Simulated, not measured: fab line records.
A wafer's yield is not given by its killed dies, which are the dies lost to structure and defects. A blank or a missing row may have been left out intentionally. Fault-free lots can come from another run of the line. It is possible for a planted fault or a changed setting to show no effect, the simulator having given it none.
Chamber matching + flow gf180mcu + GF_CONTACT_ETCH_16 on rie diel-03 has 4 sister chambers
The step etches BARC in N2/H2. 14 wafers are shown with their chamber, then 7 later ones without.

## WAFERS WITH THEIR CHAMBER
| wafer  | chamber | drypump motor current A (A) | oes product au (a.u.) | throttle valve pct (%) |
|--------|---------|-----------------------------|-----------------------|------------------------|
| L402.1 | 0       | 4.8                         | 0.852                 | 13.242                 |
| L402.2 | 2       | 5.3                         | 0.853                 | 13.230                 |
| L402.6 | 3       | 5.9                         | 0.851                 | 13.225                 |
| L404.1 | 1       | 6.3                         | 0.853                 | 13.228                 |
| L404.2 | 3       | 5.9                         | 0.854                 | 13.230                 |
| L404.3 | 0       | 4.8                         | 0.860                 | 13.213                 |
| L405.1 | 1       | 6.4                         | 0.851                 | 13.224                 |
| L405.3 | 2       | 5.3                         | 0.853                 | 13.231                 |
| L405.5 | 0       | 4.9                         | 0.856                 | 13.226                 |
| L414.4 | 0       | 4.8                         | 0.857                 | 13.213                 |
| L414.5 | 2       | 5.3                         | 0.846                 | 13.234                 |
| L414.6 | 3       | 5.9                         | 0.854                 | 13.239                 |
| L422.1 | 0       | 4.8                         | 0.853                 | 13.218                 |
| L422.3 | 2       | 5.3                         | 0.847                 | 13.221                 |

SIGNATURES, as means of the wafers listed above
| reading                 | chamber 0 | chamber 1 | chamber 2 | chamber 3 | scatter within a chamber |
|-------------------------|-----------|-----------|-----------|-----------|--------------------------|
| drypump motor current A | 4.820     | 6.350     | 5.300     | 5.900     | 0.0361                   |
| oes product au          | 0.85560   | 0.85200   | 0.84975   | 0.85300   | 0.00303                  |
| throttle valve pct      | 13.22240  | 13.22600  | 13.22900  | 13.23133  | 0.00892                  |
Rule: for a wafer and a chamber, the distance is found by dividing, reading by reading, the gap between the wafer's reading and the chamber's mean by the reading's scatter, squaring, summing and taking the root. If the next closest chamber is less than 2 further off than the closest, the wafer can't be placed; otherwise it belongs to the closest. How the scatter is found: for the shown wafers, subtract from each reading the mean of its chamber, square and add these, divide the total by (wafers less chambers), then take the root.

## WAFERS WITH NO CHAMBER GIVEN
| wafer  | drypump motor current A (A) | oes product au (a.u.) | throttle valve pct (%) |
|--------|-----------------------------|-----------------------|------------------------|
| L422.4 | 4.9                         | 0.859                 | 13.231                 |
| L423.2 | 6.3                         | 0.854                 | 13.206                 |
| L423.4 | 4.9                         | 0.861                 | 13.230                 |
| L423.6 | 4.9                         | 0.847                 | 13.217                 |
| L425.1 | 4.9                         | 0.847                 | 13.220                 |
| L425.4 | 5.9                         | 0.856                 | 13.227                 |
| L425.6 | 5.9                         | 0.853                 | 13.225                 |

## CHAMBER TAKEN BY EACH
| wafer  | from the rows above | in truth |
|--------|---------------------|----------|
| L422.4 | 0                   | 0        |
| L423.2 | 1                   | 1        |
| L423.4 | 0                   | 0        |
| L423.6 | 0                   | 0        |
| L425.1 | 0                   | 0        |
| L425.4 | 3                   | 3        |
| L425.6 | 3                   | 3        |
Correctly placed: 7 of 7. Can't be placed from these rows: 0. Wrongly placed: 0.
